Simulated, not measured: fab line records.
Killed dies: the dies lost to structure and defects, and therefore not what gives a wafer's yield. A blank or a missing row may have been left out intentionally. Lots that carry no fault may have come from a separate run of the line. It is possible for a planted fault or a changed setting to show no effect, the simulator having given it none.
2 desks, one fault || flow sky130 || only its own numbers are on each desk; what lay behind them is given at the end

METROLOGY DESK
Lot by lot, what the gauges showed, no matter which tool ran the lot: averages of those sampled wafers that carry a number. If a lot's mean is further than 4 standard deviations from the usual mean, the lot is out of limits and carries the mark OUT (the distance appears in the brackets).
Columns: A = cd_nm at SKY_SONOS_ONO_CD_MEAS_13, usual 410.4 nm
{"lot": "L967", "first seen here": "day 13 09:23", "A": 408.8}
{"lot": "L969", "first seen here": "day 13 15:37", "A": 411.4}
{"lot": "L968", "first seen here": "day 13 15:55", "A": 412.0}
{"lot": "L970", "first seen here": "day 13 19:45", "A": 410.6}
{"lot": "L971", "first seen here": "day 14 01:53", "A": 411.2}
{"lot": "L972", "first seen here": "day 14 11:06", "A": 410.4}
{"lot": "L976", "first seen here": "day 15 13:19", "A": 408.7}
{"lot": "L979", "first seen here": "day 16 14:31", "A": 408.9}
{"lot": "L982", "first seen here": "day 17 10:38", "A": 411.1}
{"lot": "L983", "first seen here": "day 17 22:22", "A": 411.4}
{"lot": "L984", "first seen here": "day 18 02:40", "A": 409.9}
{"lot": "L988", "first seen here": "day 19 21:16", "A": 411.5}
{"lot": "L990", "first seen here": "day 20 11:41", "A": 409.0}
Finding of this desk: none of the 13 lots has anything out of limits.

AT THE TOOL OWNER'S DESK: implanter-02
The tool's own readings at SKY_NWELL_IMPLANT_12, given as means over the sampled wafers that have a number, one for each lot that went through this tool. If a lot's mean is further than 4 standard deviations from the usual mean, the lot is out of limits and carries the mark OUT (the distance appears in the brackets).
Columns: A = beam_energy_keV at SKY_NWELL_IMPLANT_12, usual 120.01; B = end_station_pressure_torr at SKY_NWELL_IMPLANT_12, usual 4.95e-06 Torr
{"lot": "L970", "first seen here": "day 5 11:42", "A": 119.99, "B": 5.13e-06}
{"lot": "L972", "first seen here": "day 6 01:12", "A": 119.93, "B": 4.85e-06}
{"lot": "L976", "first seen here": "day 6 18:08", "A": 120.03, "B": 4.75e-06}
{"lot": "L979", "first seen here": "day 7 12:13", "A": 120.00, "B": 4.98e-06}
{"lot": "L988", "first seen here": "day 9 18:56", "A": "111.75 (-99 or more) OUT", "B": 4.96e-06}
{"lot": "L990", "first seen here": "day 10 04:27", "A": "111.72 (-99 or more) OUT", "B": 5.08e-06}
This desk finds L988, L990 out of limits, L988 being first, at day 9 18:56 (beam_energy_keV at SKY_NWELL_IMPLANT_12). Within limits: L970, L972, L976, L979.

BROUGHT TOGETHER
The tool owner's desk had the chance to raise an alarm at day 9 18:56 on L988, L990.
At the metrology desk, nothing out of limits was observed.
The metrology desk holds a record of L988, L990, inside its limits.
Every lot named ran SKY_NWELL_IMPLANT_12 on implanter-02.

WHAT THE SIMULATOR HAD INSERTED
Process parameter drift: implanter-02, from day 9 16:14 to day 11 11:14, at SKY_NWELL_IMPLANT_12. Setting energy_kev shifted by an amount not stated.
Struck lots among those shown: L988, L990.
Delay in hours, fault start to first out-of-limits reading, by desk: the tool owner's desk at 3.
